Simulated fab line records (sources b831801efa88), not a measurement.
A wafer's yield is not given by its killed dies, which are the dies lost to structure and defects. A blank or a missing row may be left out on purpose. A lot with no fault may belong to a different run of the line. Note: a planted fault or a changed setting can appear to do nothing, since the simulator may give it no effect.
Matching of chambers / flow gf180mcu / GF_V1_CMP_26 on cmp-01 has 4 sister chambers
The step polishes, stops on SiO2, t overpolish 15 s, target thk 0 nm. 4 wafers are shown with their chamber, then 9 later ones without.

== WAFERS, EACH WITH ITS CHAMBER ==
wafer=L969.6; chamber=3; motor_current_A (A)=12.7
wafer=L971.1; chamber=2; motor_current_A (A)=11.8
wafer=L971.3; chamber=0; motor_current_A (A)=10.2
wafer=L971.6; chamber=1; motor_current_A (A)=11.2

== WAFERS WITH NO CHAMBER GIVEN ==
wafer=L973.1; motor_current_A (A)=12.5
wafer=L973.3; motor_current_A (A)=10.2
wafer=L973.4; motor_current_A (A)=11.5
wafer=L974.1; motor_current_A (A)=11.2
wafer=L974.3; motor_current_A (A)=11.5
wafer=L974.4; motor_current_A (A)=10.6
wafer=L983.1; motor_current_A (A)=12.0
wafer=L983.3; motor_current_A (A)=10.9
wafer=L983.4; motor_current_A (A)=10.0

== CHAMBER TAKEN BY EACH ==
wafer=L973.1; from the rows above=3; in truth=3
wafer=L973.3; from the rows above=0; in truth=0
wafer=L973.4; from the rows above=can't be placed: 1 or 2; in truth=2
wafer=L974.1; from the rows above=1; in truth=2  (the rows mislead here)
wafer=L974.3; from the rows above=can't be placed: 1 or 2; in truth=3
wafer=L974.4; from the rows above=can't be placed: 0 or 1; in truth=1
wafer=L983.1; from the rows above=2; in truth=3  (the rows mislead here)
wafer=L983.3; from the rows above=can't be placed: 1 or 0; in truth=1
wafer=L983.4; from the rows above=0; in truth=0
3 of 9 placed correctly. Cannot be placed on the basis of these rows: 4; the candidates contain the true chamber in 3. 2 placed wrongly.
How it was worked out, from the rows above alone: a wafer's distance from a chamber is the root of the sum, over the readings, of the square of ((its reading less the chamber's mean) divided by the reading's scatter). The wafer belongs to the nearest chamber; if the next one is less than 2 further off, it can't be placed. Each chamber's mean is taken over the wafers shown for it. The scatter (one wafer shown for each chamber): square how far every hidden wafer sits from the nearest shown wafer, average those squares and take the square root.
